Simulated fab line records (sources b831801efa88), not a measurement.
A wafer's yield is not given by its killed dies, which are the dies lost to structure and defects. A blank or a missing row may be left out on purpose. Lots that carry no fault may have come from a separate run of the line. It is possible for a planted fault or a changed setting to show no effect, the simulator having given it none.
Which of the tools did it? :: flow sky130 :: Sampling: 11 lots, 33 wafers, 6 of 708 route steps

WHAT THE GAUGES SHOWED, per wafer
SKY_METAL1_CD_MEAS_15: the cd target is 140 nm.
lot: L442
measured: day 33 00:07
on: cdSem-01
cdNm (nm): 139.6 141.5 140.4

lot: L444
measured: day 33 13:40
on: cdSem-01
cdNm (nm): 142.3 140.5 140.9

lot: L447
measured: day 34 14:29
on: cdSem-02
cdNm (nm): 139.5 139.0 138.6

lot: L448
measured: day 34 21:01
on: cdSem-02
cdNm (nm): 140.4 142.4 140.9

lot: L457
measured: day 37 08:26
on: cdSem-02
cdNm (nm): 140.1 139.7 140.8

lot: L458
measured: day 37 11:22
on: cdSem-01
cdNm (nm): 139.7 139.8 139.9

lot: L459
measured: day 37 20:38
on: cdSem-02
cdNm (nm): 142.1 142.8 141.8

lot: L460
measured: day 38 04:20
on: cdSem-02
cdNm (nm): 142.0 140.7 141.7

lot: L462
measured: day 39 02:38
on: cdSem-01
cdNm (nm): 140.7 140.4 139.4

lot: L463
measured: day 39 17:14
on: cdSem-01
cdNm (nm): 140.8 139.1 137.7

lot: L464
measured: day 39 21:57
on: cdSem-02
cdNm (nm): 140.9 140.5 139.8

SKY_VIA1_RS_MEAS_22: uses a four-point probe to measure.
lot: L442
measured: day 34 04:57
on: filmMetro-04
VIA1_W_RS (ohm/sq): 0.437 0.429 0.427

lot: L444
measured: day 34 18:37
on: filmMetro-04
VIA1_W_RS (ohm/sq): 0.428 0.429 0.423

lot: L447
measured: day 35 18:07
on: filmMetro-04
VIA1_W_RS (ohm/sq): 0.471 0.433 0.429

lot: L448
measured: day 36 02:10
on: filmMetro-04
VIA1_W_RS (ohm/sq): 0.479 0.439 0.436

lot: L457
measured: day 38 12:32
on: filmMetro-03
VIA1_W_RS (ohm/sq): 0.432 0.437 0.433

lot: L458
measured: day 38 14:53
on: filmMetro-03
VIA1_W_RS (ohm/sq): 0.428 0.428 0.425

lot: L459
measured: day 39 00:23
on: filmMetro-01
VIA1_W_RS (ohm/sq): 0.426 0.427 0.430

lot: L460
measured: day 39 07:50
on: filmMetro-03
VIA1_W_RS (ohm/sq): 0.433 0.431 0.440

lot: L462
measured: day 40 05:14
on: filmMetro-01
VIA1_W_RS (ohm/sq): 0.435 0.429 0.432

lot: L463
measured: day 40 19:58
on: filmMetro-04
VIA1_W_RS (ohm/sq): 0.438 0.428 0.432

lot: L464
measured: day 41 00:24
on: filmMetro-01
VIA1_W_RS (ohm/sq): 0.429 0.427 0.429

SKY_VIA1_THK_MEAS_23: measures by xrf.
lot: L442
measured: day 34 05:03
on: filmMetro-04
VIA1_W_THK (nm): 276 282 283

lot: L444
measured: day 34 18:43
on: filmMetro-04
VIA1_W_THK (nm): 281 281 286

lot: L447
measured: day 35 18:14
on: filmMetro-04
VIA1_W_THK (nm): 253 280 280

lot: L448
measured: day 36 02:16
on: filmMetro-04
VIA1_W_THK (nm): 252 276 278

lot: L457
measured: day 38 12:40
on: filmMetro-03
VIA1_W_THK (nm): 274 270 270

lot: L458
measured: day 38 15:00
on: filmMetro-03
VIA1_W_THK (nm): 275 276 276

lot: L459
measured: day 39 00:29
on: filmMetro-01
VIA1_W_THK (nm): 282 278 277

lot: L460
measured: day 39 07:58
on: filmMetro-03
VIA1_W_THK (nm): 272 274 269

lot: L462
measured: day 40 05:21
on: filmMetro-01
VIA1_W_THK (nm): 273 278 275

lot: L463
measured: day 40 20:05
on: filmMetro-04
VIA1_W_THK (nm): 278 283 283

lot: L464
measured: day 41 00:31
on: filmMetro-01
VIA1_W_THK (nm): 279 279 277

EACH LOT AND THE TOOL THAT RAN IT (in order: tool; ch and the chambers of the sampled wafers; start)
lot: L442
SKY_METAL1_ETCH_18: rieMetal-02 ch 0,1, day 33 00:17
SKY_VIA1_ETCH_15: rieDiel-04 ch 0,1,3, day 34 04:07
SKY_VIA1_CVD_21: cvdW-01 ch 0,1, day 34 04:51

lot: L444
SKY_METAL1_ETCH_18: rieMetal-02 ch 0,1, day 33 13:50
SKY_VIA1_ETCH_15: rieDiel-03 ch 1,2, day 34 17:47
SKY_VIA1_CVD_21: cvdW-01 ch 0,1, day 34 18:31

lot: L447
SKY_METAL1_ETCH_18: rieMetal-01 ch 0,1, day 34 14:40
SKY_VIA1_ETCH_15: rieDiel-03 ch 1,3, day 35 17:20
SKY_VIA1_CVD_21: cvdW-01 ch 0,1, day 35 18:02

lot: L448
SKY_METAL1_ETCH_18: rieMetal-02 ch 0,1, day 34 21:11
SKY_VIA1_ETCH_15: rieDiel-04 ch 0,1,2, day 36 01:20
SKY_VIA1_CVD_21: cvdW-01 ch 0,1, day 36 02:04

lot: L457
SKY_METAL1_ETCH_18: rieMetal-01 ch 0,1, day 37 08:37
SKY_VIA1_ETCH_15: rieDiel-03 ch 2,3, day 38 11:44
SKY_VIA1_CVD_21: cvdW-01 ch 0,1, day 38 12:27

lot: L458
SKY_METAL1_ETCH_18: rieMetal-04 ch 0,1, day 37 11:34
SKY_VIA1_ETCH_15: rieDiel-04 ch 0,2, day 38 14:05
SKY_VIA1_CVD_21: cvdW-01 ch 0,1, day 38 14:47

lot: L459
SKY_METAL1_ETCH_18: rieMetal-02 ch 0,1, day 37 20:47
SKY_VIA1_ETCH_15: rieDiel-02 ch 1,2, day 38 23:32
SKY_VIA1_CVD_21: cvdW-02 ch 0,1, day 39 00:16

lot: L460
SKY_METAL1_ETCH_18: rieMetal-01 ch 0, day 38 04:31
SKY_VIA1_ETCH_15: rieDiel-02 ch 2,3, day 39 06:55
SKY_VIA1_CVD_21: cvdW-01 ch 0, day 39 07:45

lot: L462
SKY_METAL1_ETCH_18: rieMetal-01 ch 0,1, day 39 02:49
SKY_VIA1_ETCH_15: rieDiel-02 ch 0,2,3, day 40 04:26
SKY_VIA1_CVD_21: cvdW-01 ch 0,1, day 40 05:08

lot: L463
SKY_METAL1_ETCH_18: rieMetal-04 ch 0, day 39 17:28
SKY_VIA1_ETCH_15: rieDiel-04 ch 0,3, day 40 19:10
SKY_VIA1_CVD_21: cvdW-02 ch 0,1, day 40 19:52

lot: L464
SKY_METAL1_ETCH_18: rieMetal-02 ch 0,1, day 39 22:07
SKY_VIA1_ETCH_15: rieDiel-03 ch 0,1,3, day 40 23:35
SKY_VIA1_CVD_21: cvdW-01 ch 0,1, day 41 00:17
- SKY_METAL1_ETCH_18: etches BARC in N2/H2, stops on SiO2, time 45.9 s, target depth 60 nm.
- SKY_VIA1_ETCH_15: etches SiO2 in C4F8/O2/Ar, stops on TiN, target depth 351 nm, time 54 s.
- SKY_VIA1_CVD_21: deposits W, target thk 270 nm, time 80.902 s.

AS READ BY THE TOOLS THEMSELVES (means over the sampled wafers that have a number; for cases with no such wafer, the mark the record gives instead)
SKY_METAL1_ETCH_18.
lot: L442
tool: rieMetal-02
drypumpMotorCurrentA (A): 5.69
oesProductAu (a.u.): 0.856
throttleValvePct (%): 13.219

lot: L444
tool: rieMetal-02
drypumpMotorCurrentA (A): 5.68
oesProductAu (a.u.): 0.854
throttleValvePct (%): 13.230

lot: L447
tool: rieMetal-01
drypumpMotorCurrentA (A): 5.59
oesProductAu (a.u.): 0.853
throttleValvePct (%): 13.225

lot: L448
tool: rieMetal-02
drypumpMotorCurrentA (A): 5.74
oesProductAu (a.u.): 0.856
throttleValvePct (%): 13.229

lot: L457
tool: rieMetal-01
drypumpMotorCurrentA (A): 5.39
oesProductAu (a.u.): 0.852
throttleValvePct (%): 13.219

lot: L458
tool: rieMetal-04
drypumpMotorCurrentA (A): 5.59
oesProductAu (a.u.): 0.855
throttleValvePct (%): 13.219

lot: L459
tool: rieMetal-02
drypumpMotorCurrentA (A): 5.69
oesProductAu (a.u.): 0.856
throttleValvePct (%): 13.232

lot: L460
tool: rieMetal-01
drypumpMotorCurrentA (A): 5.20
oesProductAu (a.u.): 0.854
throttleValvePct (%): 13.229

lot: L462
tool: rieMetal-01
drypumpMotorCurrentA (A): 5.39
oesProductAu (a.u.): 0.859
throttleValvePct (%): 13.229

lot: L463
tool: rieMetal-04
drypumpMotorCurrentA (A): 5.63
oesProductAu (a.u.): 0.858
throttleValvePct (%): 13.218

lot: L464
tool: rieMetal-02
drypumpMotorCurrentA (A): 5.72
oesProductAu (a.u.): 0.851
throttleValvePct (%): 13.224

SKY_VIA1_ETCH_15.
lot: L442
tool: rieDiel-04
oesProductAu (a.u.): 0.976

lot: L444
tool: rieDiel-03
oesProductAu (a.u.): 0.980

lot: L447
tool: rieDiel-03
oesProductAu (a.u.): 0.981

lot: L448
tool: rieDiel-04
oesProductAu (a.u.): 0.981

lot: L457
tool: rieDiel-03
oesProductAu (a.u.): 0.978

lot: L458
tool: rieDiel-04
oesProductAu (a.u.): 0.984

lot: L459
tool: rieDiel-02
oesProductAu (a.u.): 0.978

lot: L460
tool: rieDiel-02
oesProductAu (a.u.): 0.982

lot: L462
tool: rieDiel-02
oesProductAu (a.u.): 0.988

lot: L463
tool: rieDiel-04
oesProductAu (a.u.): 0.982

lot: L464
tool: rieDiel-03
oesProductAu (a.u.): 0.981

SKY_VIA1_CVD_21.
lot: L442
tool: cvdW-01
chamberPressureTorr (Torr): 40.04
heaterPowerW (W): 722

lot: L444
tool: cvdW-01
chamberPressureTorr (Torr): 40.07
heaterPowerW (W): 721

lot: L447
tool: cvdW-01
chamberPressureTorr (Torr): 39.92
heaterPowerW (W): 779

lot: L448
tool: cvdW-01
chamberPressureTorr (Torr): 40.03
heaterPowerW (W): 723

lot: L457
tool: cvdW-01
chamberPressureTorr (Torr): 40.02
heaterPowerW (W): 715

lot: L458
tool: cvdW-01
chamberPressureTorr (Torr): 40.05
heaterPowerW (W): 778

lot: L459
tool: cvdW-02
chamberPressureTorr (Torr): 40.02
heaterPowerW (W): 927

lot: L460
tool: cvdW-01
chamberPressureTorr (Torr): 39.87
heaterPowerW (W): 771

lot: L462
tool: cvdW-01
chamberPressureTorr (Torr): 39.98
heaterPowerW (W): 753

lot: L463
tool: cvdW-02
chamberPressureTorr (Torr): 39.92
heaterPowerW (W): 957

lot: L464
tool: cvdW-01
chamberPressureTorr (Torr): 40.10
heaterPowerW (W): 700

THE ANSWER, worked out from the rows above alone
Rule: usual is defined by the lots themselves. Put in order of their means at a reading, lots are off if they are a third of the lots or fewer, leave a main group of 4 or more, and stand apart from it by a gap of 3 or more times the standard deviation of the main group's means; of several such gaps the widest counts. A main group whose means are all the same, to the digits that the tables above print for the reading, isn't used. A lot without any number at a reading at which 4 lots or more have one is off too. All remaining lots with rows at the step are treated as sound. After the gauges, taken in route order, come the tools' own readings; for these a lot's mean is taken, as printed above. At the first step where some lot is off, the reading lying furthest off is the one used; lots without a number count as furthest.
Off: at SKY_VIA1_RS_MEAS_22 (VIA1_W_RS), L447, L448. Main group: mean 0.430 ohm/sq, sd 0.0029.
If a tool, at a process step before that reading, ran all the lots that are off and no sound lot after the first of them, it fits. Those tools and the gauges at SKY_VIA1_RS_MEAS_22 are tried in the same way. Not one of the candidates tried fits.

WHAT THE SIMULATOR HAD PUT IN
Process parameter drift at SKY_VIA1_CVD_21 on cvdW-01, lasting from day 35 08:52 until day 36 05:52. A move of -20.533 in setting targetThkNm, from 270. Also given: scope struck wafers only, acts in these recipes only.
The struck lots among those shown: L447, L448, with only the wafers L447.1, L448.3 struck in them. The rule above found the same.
